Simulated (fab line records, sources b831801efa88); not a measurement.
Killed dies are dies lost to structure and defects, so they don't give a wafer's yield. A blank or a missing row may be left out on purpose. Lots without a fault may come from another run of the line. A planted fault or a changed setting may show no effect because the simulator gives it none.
Which tool did it? | flow gf180mcu | 13 lots, 39 wafers sampled, at 5 steps of a route of 602

WHAT THE GAUGES READ, wafer by wafer
GF_POLY_GATE_THK_MEAS_17. Usual: POLY_GATE_OXIDATION_THK 4.01 nm, standard deviation 0.095.
lot  | measured     | on            | POLY_GATE_OXIDATION_THK (nm) | flag
L868 | day 9 06:23  | film_metro-04 | 3.93 3.91 3.82               |
L869 | day 9 12:43  | film_metro-01 | 3.98 3.92 3.99               |
L870 | day 9 18:40  | film_metro-01 | 3.86 3.96 3.86               |
L876 | day 11 17:23 | film_metro-04 | 4.15 4.07 4.11               |
L879 | day 12 14:48 | film_metro-01 | 3.97 3.99 3.90               |
L880 | day 12 17:45 | film_metro-01 | 4.10 4.07 4.14               |
L881 | day 13 01:17 | film_metro-04 | 3.95 3.93 3.95               |
L882 | day 13 06:11 | film_metro-02 | 3.92 4.05 3.94               |
L883 | day 13 20:26 | film_metro-04 | 4.06 3.97 3.87               |
L884 | day 14 00:43 | film_metro-01 | 4.13 4.20 4.14               |
L887 | day 14 22:22 | film_metro-01 | 3.97 4.04 4.07               |
L890 | day 15 21:10 | film_metro-02 | 4.12 4.03 4.20               |
L891 | day 16 08:00 | film_metro-04 | 4.02 4.02 3.97               |

GF_HV_LDD_CD_MEAS_07: target cd 400 nm. Usual: cd_nm 400.3 nm, standard deviation 2.2.
lot  | measured     | on        | cd_nm (nm)        | flag
L868 | day 9 23:13  | cd_sem-02 | 401.0 401.2 400.6 |
L869 | day 10 05:47 | cd_sem-01 | 399.2 399.4 398.3 |
L870 | day 10 12:17 | cd_sem-02 | 401.6 402.6 401.7 |
L876 | day 12 12:32 | cd_sem-01 | 397.9 398.4 398.4 |
L879 | day 13 10:58 | cd_sem-01 | 398.7 398.8 400.1 |
L880 | day 13 14:27 | cd_sem-01 | 322.8 324.3 323.6 | OFF
L881 | day 13 22:09 | cd_sem-02 | 331.7 327.0 330.2 | OFF
L882 | day 14 03:03 | cd_sem-01 | 331.9 332.1 331.5 | OFF
L883 | day 14 17:35 | cd_sem-01 | 400.8 400.3 400.7 |
L884 | day 14 21:02 | cd_sem-02 | 397.3 399.4 398.2 |
L887 | day 15 19:28 | cd_sem-01 | 401.0 397.4 397.0 |
L890 | day 16 18:53 | cd_sem-02 | 401.5 402.1 400.1 |
L891 | day 17 06:11 | cd_sem-02 | 401.5 400.2 402.0 |

GF_HV_LDD_OVL_MEAS_20. Usual: HV_LDD_01_OVL 1.0 nm, standard deviation 1.4.
lot  | measured     | on         | HV_LDD_01_OVL (nm) | flag
L868 | day 10 17:35 | overlay-01 | 0.1 -0.6 1.9       |
L869 | day 11 00:37 | overlay-02 | 0.3 2.3 2.4        |
L870 | day 11 06:16 | overlay-02 | 2.6 0.6 1.4        |
L876 | day 13 08:55 | overlay-01 | 1.8 -0.8 1.1       |
L879 | day 14 08:16 | overlay-02 | 0.2 1.0 0.0        |
L880 | day 14 11:46 | overlay-01 | -1.6 -0.6 -1.7     |
L881 | day 14 19:52 | overlay-01 | 0.6 1.7 0.7        |
L882 | day 15 00:52 | overlay-01 | -1.4 0.0 -1.2      |
L883 | day 15 15:28 | overlay-01 | -0.4 0.6 -0.1      |
L884 | day 15 18:31 | overlay-01 | 0.3 4.3 1.9        |
L887 | day 16 17:41 | overlay-01 | -2.1 0.9 0.9       |
L890 | day 17 18:31 | overlay-01 | 1.2 -0.4 1.8       |
L891 | day 18 06:10 | overlay-02 | 0.9 1.0 2.6        |

WHICH TOOL RAN EACH LOT (tool, then ch and the chambers of the sampled wafers, then the start)
lot  | GF_POLY_GATE_ETCH_12               | GF_HV_LDD_DEVELOP_06
L868 | rie_diel-03 ch 2,3, day 9 04:52    | litho_track-02 ch 0, day 9 23:04
L869 | rie_diel-02 ch 0,2,3, day 9 11:13  | litho_track-04 ch 0, day 10 05:38
L870 | rie_diel-04 ch 0,1,2, day 9 17:10  | litho_track-04 ch 0, day 10 12:08
L876 | rie_diel-02 ch 1,2, day 11 14:53   | litho_track-02 ch 0, day 12 12:24
L879 | rie_diel-03 ch 0,1,3, day 12 13:16 | litho_track-02 ch 0, day 13 10:49
L880 | rie_diel-03 ch 1,2,3, day 12 16:07 | litho_track-02 ch 0, day 13 14:18
L881 | rie_diel-03 ch 1,2,3, day 12 23:19 | litho_track-02 ch 0, day 13 22:00
L882 | rie_diel-04 ch 0,1,2, day 13 04:22 | litho_track-02 ch 0, day 14 02:54
L883 | rie_diel-03 ch 0,2,3, day 13 16:56 | litho_track-01 ch 0, day 14 17:26
L884 | rie_diel-02 ch 0,1,3, day 13 22:39 | litho_track-01 ch 0, day 14 20:53
L887 | rie_diel-02 ch 0,1,3, day 14 20:50 | litho_track-04 ch 0, day 15 19:20
L890 | rie_diel-02 ch 1,2, day 15 19:28   | litho_track-04 ch 0, day 16 18:44
L891 | rie_diel-04 ch 0,1,3, day 16 06:07 | litho_track-04 ch 0, day 17 06:02
- GF_POLY_GATE_ETCH_12: etches BARC in N2/H2.
- GF_HV_LDD_DEVELOP_06: develop time 60 s.

WHAT THE TOOLS THEMSELVES READ (means of the sampled wafers that have a number; where no wafer has one, the mark that the record gives instead)
GF_POLY_GATE_ETCH_12. Usual: drypump_motor_current_A 5.5 A, standard deviation 0.47; oes_product_au 0.736 a.u., standard deviation 0.0051; throttle_valve_pct 13.215 %, standard deviation 0.0092.
lot  | tool        | drypump_motor_current_A (A) | oes_product_au (a.u.) | throttle_valve_pct (%) | flag
L868 | rie_diel-03 | 5.3                         | 0.732                 | 13.212                 |
L869 | rie_diel-02 | 5.7                         | 0.733                 | 13.209                 |
L870 | rie_diel-04 | 5.6                         | 0.739                 | 13.219                 |
L876 | rie_diel-02 | 5.7                         | 0.739                 | 13.218                 |
L879 | rie_diel-03 | 5.2                         | 0.734                 | 13.216                 |
L880 | rie_diel-03 | 5.2                         | 0.736                 | 13.215                 |
L881 | rie_diel-03 | 5.1                         | 0.734                 | 13.220                 |
L882 | rie_diel-04 | 5.6                         | 0.737                 | 13.215                 |
L883 | rie_diel-03 | 5.3                         | 0.732                 | 13.218                 |
L884 | rie_diel-02 | 6.0                         | 0.741                 | 13.222                 |
L887 | rie_diel-02 | 6.1                         | 0.734                 | 13.224                 |
L890 | rie_diel-02 | 5.7                         | 0.740                 | 13.209                 |
L891 | rie_diel-04 | 5.7                         | 0.739                 | 13.215                 |

GF_HV_LDD_DEVELOP_06. Usual: developer_temp_C 23.00 C, standard deviation 0.1; exhaust_pa 45.0 Pa, standard deviation 0.92; resist_line_temp_C 23.02 C, standard deviation 0.12.
lot  | tool           | developer_temp_C (C) | exhaust_pa (Pa) | resist_line_temp_C (C) | flag
L868 | litho_track-02 | 23.07                | 46.6            | 22.95                  |
L869 | litho_track-04 | 22.90                | 44.7            | 23.13                  |
L870 | litho_track-04 | 23.08                | 44.8            | 22.95                  |
L876 | litho_track-02 | 23.19                | 45.5            | 22.85                  |
L879 | litho_track-02 | 23.06                | 45.7            | 23.07                  |
L880 | litho_track-02 | 22.95                | 44.9            | 22.94                  |
L881 | litho_track-02 | 22.97                | 46.3            | 23.17                  |
L882 | litho_track-02 | 23.05                | 44.6            | 23.00                  |
L883 | litho_track-01 | 23.02                | 44.6            | 23.05                  |
L884 | litho_track-01 | 23.07                | 44.5            | 23.01                  |
L887 | litho_track-04 | 23.08                | 43.9            | 23.20                  |
L890 | litho_track-04 | 23.02                | 45.1            | 23.01                  |
L891 | litho_track-04 | 23.03                | 45.1            | 23.14                  |

THE ANSWER, worked out from the rows above alone
Rule: a lot is off if the mean of its wafers that have a number lies more than 3 standard deviations from the usual mean. A lot without any number at a reading at which 4 lots or more have one is off too. The other lots that the step has rows for count as sound. The gauges are gone through in route order, then the tools' own readings, and for those a lot's mean is taken as printed above. The first step at which some lot is off is used, and at that step the reading that is off furthest; a lot without a number counts as furthest.
Off: L880, L881, L882, at GF_HV_LDD_CD_MEAS_07 (cd_nm).
A tool fits if, at a process step before that reading, it ran every lot that is off, and no sound lot after the first of them. The gauges at GF_HV_LDD_CD_MEAS_07 are tried like those tools. One fits: litho_track-02 at GF_HV_LDD_DEVELOP_06. Its last sound lot is L879 (day 13 10:49), its first lot that is off L880 (day 13 14:18): a fault that began between those two fits.

WHAT THE SIMULATOR HAD PUT IN
Process parameter drift: litho_track-02, from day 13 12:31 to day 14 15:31, at GF_HV_LDD_DEVELOP_06. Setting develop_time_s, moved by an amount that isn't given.
Lots struck among those shown: L880, L881, L882. The rule above found the same.
